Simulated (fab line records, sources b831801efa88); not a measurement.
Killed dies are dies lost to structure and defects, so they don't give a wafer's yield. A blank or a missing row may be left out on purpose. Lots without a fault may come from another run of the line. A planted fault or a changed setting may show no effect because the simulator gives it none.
Problem report in the 8D (eight disciplines) form, filled by code | flow sky130 | the parts of the form that need people (team, actions taken, sign-off) are left out

1. THE PROBLEM
NWELL_TW at SKY_NWELL_TW_MEAS_15 reads a mean of 1886 on 6 wafers of 2 lots; wafers without a fault read 1816 with a standard deviation of 9.1. That is +7.7 standard deviations from the usual mean.
First seen on wafer L373.2, day 6 21:24, on film_metro-02. The record holds 36 wafers of 12 lots with a number at this step. Rule for "out", or "out of limits": more than 4 standard deviations from the usual mean. The other wafers with a number count as sound.

2. WHAT IT IS AND WHAT IT IS NOT
question                    | is                     | is not
which readings at this step | NWELL_TW               | -
which lots                  | L373, L376             | L363, L364, L365, L366, L367, L368, L369, L381, L382, L385
which wafers of those lots  | all that have a number | -
read on which gauges        | film_metro-02          | film_metro-01, film_metro-03
when                        | from day 6 21:24       | up to then (21 sound wafers); but 9 sound wafers of L381, L382, L385 came after

3. SUSPECTS, AND WHAT RULES EACH OUT
Counting: a tool at a process step up to the reading stays a suspect if it ran every lot that is out and no sound lot after the first of them.
- the gauge at SKY_NWELL_TW_MEAS_15: ruled out. All the wafers that are out were read on film_metro-02, but those of them that SKY_NWELL_IMPLANT_11 has rows for are out there too, on other tools.
- implanter-03 at SKY_NWELL_IMPLANT_11: kept. It ran every lot that is out, first L373 (day 6 20:52), and no sound lot after that; its last sound lot up to then is L367 (day 5 12:51). Its own readings are out on those wafers: dose_ions_cm2, faraday_current_uA.
Left after counting: implanter-03 at SKY_NWELL_IMPLANT_11.

4. THE CAUSE (what the simulator had put in)
Process parameter drift: implanter-03, from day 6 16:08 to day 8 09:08, at SKY_NWELL_IMPLANT_11. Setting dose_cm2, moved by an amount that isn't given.
Counting left only this tool.

5. THE CHAIN OF EFFECTS, in route order
Each row: a reading whose mean over the struck wafers that have a number lies more than 3 standard deviations from the usual. Only readings for which the record gives a usual standard deviation are gone through. hours: the time from each lot's start at the first step in this table that gives one to its start at this step, as a median over the lots. sigmas: the change in usual standard deviations.
hours | step                 | reading            | usual        | on struck wafers | change      | sigmas
0     | SKY_NWELL_IMPLANT_11 | dose_ions_cm2      | 1.9001e+13   | 2.1372e+13       | +2.3705e+12 | +99 or more
0     | SKY_NWELL_IMPLANT_11 | faraday_current_uA | 106.9        | 119.2            | +12.3       | +5.8
1     | SKY_NWELL_TW_MEAS_15 | NWELL_TW           | 1816         | 1886             | +70         | +7.7
21    | SKY_NWELL_RS_MEAS_29 | NWELL_RS           | 625.1 ohm/sq | 587.5            | -37.6       | -22
The process steps in it:
- SKY_NWELL_IMPLANT_11
Later measuring or inspecting steps at which every struck wafer that the step has a row for has a number for every such reading, and none has moved that far: SKY_LI_CONTACT_CD_MEAS_12, SKY_LI_CONTACT_RS_MEAS_22.

6. WHAT WOULD HAVE CAUGHT IT SOONER
In this record the first reading out of limits at a measuring or inspecting step was taken at day 6 21:24, 5 hours after the fault began at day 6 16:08.
The tool's own readings at SKY_NWELL_IMPLANT_11 were out on every struck wafer that the step has a row for (dose_ions_cm2, faraday_current_uA): an alarm limit on them would have fired on the first of those.
Of the lots that are out (2), L376 began SKY_NWELL_IMPLANT_11 on implanter-03 after day 6 21:24. A hold on the tool at that time would have spared it.
